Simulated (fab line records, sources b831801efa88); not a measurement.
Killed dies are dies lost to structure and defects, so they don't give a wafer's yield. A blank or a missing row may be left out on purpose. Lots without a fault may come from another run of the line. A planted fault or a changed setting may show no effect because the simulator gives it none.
A struck lot beside a sound one | flow gf180mcu | 15 steps out of a route of 602
Sound: wafers L982.2, L982.4, L982.5. Struck: wafer L986.1. (L986.4, L986.6 of the same lot were not struck and are left out.) The cause comes at the end.
At each step with rows: each side's tool, then ch and its chambers, then its first start. Under that, the readings that differ: sound wafers | struck wafers | difference of the means | sigmas: that difference in standard deviations of wafers without a fault.
alike: readings whose means differ by less than 2 such deviations, and words and numbers that are the same on both sides. not compared: withheld readings, readings that some wafer has no value for, bounds like >300 that may hide the same value, and numbers for which the record gives no deviation and whose values overlap.
The two part at a step that has a row with sigmas, a row that says differs or no value, or rows on one side only. Numbers that don't overlap but have no deviation are shown without sigmas and don't part them. A reading that every wafer of one side lacks parts them only if that side has two wafers or more.

first, 4 steps without rows for these wafers: GF_V4_SOFTBAKE_10 (time 60 s); GF_V4_EXPOSE_11 (exposes mask Via4, target cd 260 nm); GF_V4_PEB_12 (peb time 90 s); GF_V4_DEVELOP_13 (develop time 60 s).
GF_V4_CD_MEAS_14: target cd 260 nm.
  sound on cd_sem-02, day 26 00:26; struck on cd_sem-02, day 27 16:13
  alike: cd_nm
GF_V4_OVL_MEAS_15:
  sound on overlay-02, day 26 00:34; struck on overlay-02, day 27 16:20
  alike: V4_OVL
GF_V4_ETCH_16: etches BARC in N2/H2.
  sound on rie_diel-02 ch 1,2, day 26 00:35; struck on rie_diel-02 ch 1, day 27 16:22
  alike: drypump_motor_current_A, oes_product_au, rf_fwd_power_W, throttle_valve_pct
GF_V4_ETCH_17: etches SiO2 in C4F8/O2/Ar, stops on TiN, target depth 630 nm.
  sound on rie_diel-02 ch 1,2; struck on rie_diel-02 ch 1
  alike: oes_product_au, rf_fwd_power_W
GF_V4_STRIP_18: strips in O2/N2.
  sound on plasma_asher-03 ch 0,1, day 26 00:43; struck on plasma_asher-04 ch 1, day 27 16:30
  alike: drypump_motor_current_A, heater_power_w, oes_product_au, platen_temp_c
  not compared: rf_hours_counter_h
then, 2 steps without rows for these wafers: GF_V4_STRIP_19 (strips in post etch residue remover, time 1200 s); GF_V4_CLEAN_20 (cleans in DIW).
GF_V4_SPUTTER_21: material Ti, target thk 15 nm, time 80.02 s.
  sound on pvd_sputter-04, day 26 01:17; struck on pvd_sputter-02, day 27 17:03
  reading                  | sound                | struck | difference | sigmas
  cathode_dc_power_W (W)   | 2500.3 2499.9 2500.5 | 2499.3 | -0.9       | -2
  chamber_pressure_pa (Pa) | 5.007 5.019 5.008    | 4.979  | -0.032     | -3
  throttle_valve_pct (%)   | 31.1 30.0 29.7       | 28.3   | -2.0       | -2
GF_V4_SPUTTER_22: material TiN, target thk 10 nm, time 40 s.
  sound on pvd_sputter-04, day 26 01:20; struck on pvd_sputter-02, day 27 17:07
  reading                                | sound             | struck | difference | sigmas
  chamber_pressure_pa (Pa)               | 4.998 4.987 5.008 | 5.827  | +0.829     | +84
  throttle_valve_pct (%)                 | 31.2 30.1 29.7    | 26.6   | -3.7       | -4
  model.TiN_of_V4_SPUTTER_22.thk_nm (nm) | 9.808 9.914 10.18 | 8.835  | -1.132     |
  alike: cathode_dc_power_W
GF_V4_CVD_23: deposits W, target thk 350 nm, time 104.9 s.
  sound on cvd_w-01 ch 1, day 26 01:23; struck on cvd_w-02 ch 0, day 27 17:09
  alike: heater_power_outer_w, heater_power_w, susceptor_temp_C
-- the record jumps here: 4 days lie between the struck wafers' starts before and after (it left off in module V4 and takes up again in module PASSIVATION, whose first step shown is number 602 of the route) --
GF_PASSIVATION_PROBE_99:
  the record has rows for the struck wafers here (prober-02, day 31 21:38) and none for the sound ones

WHERE THEY PART
First at GF_V4_SPUTTER_21; last, within this record, at GF_PASSIVATION_PROBE_99.

WHY: what the simulator had put in
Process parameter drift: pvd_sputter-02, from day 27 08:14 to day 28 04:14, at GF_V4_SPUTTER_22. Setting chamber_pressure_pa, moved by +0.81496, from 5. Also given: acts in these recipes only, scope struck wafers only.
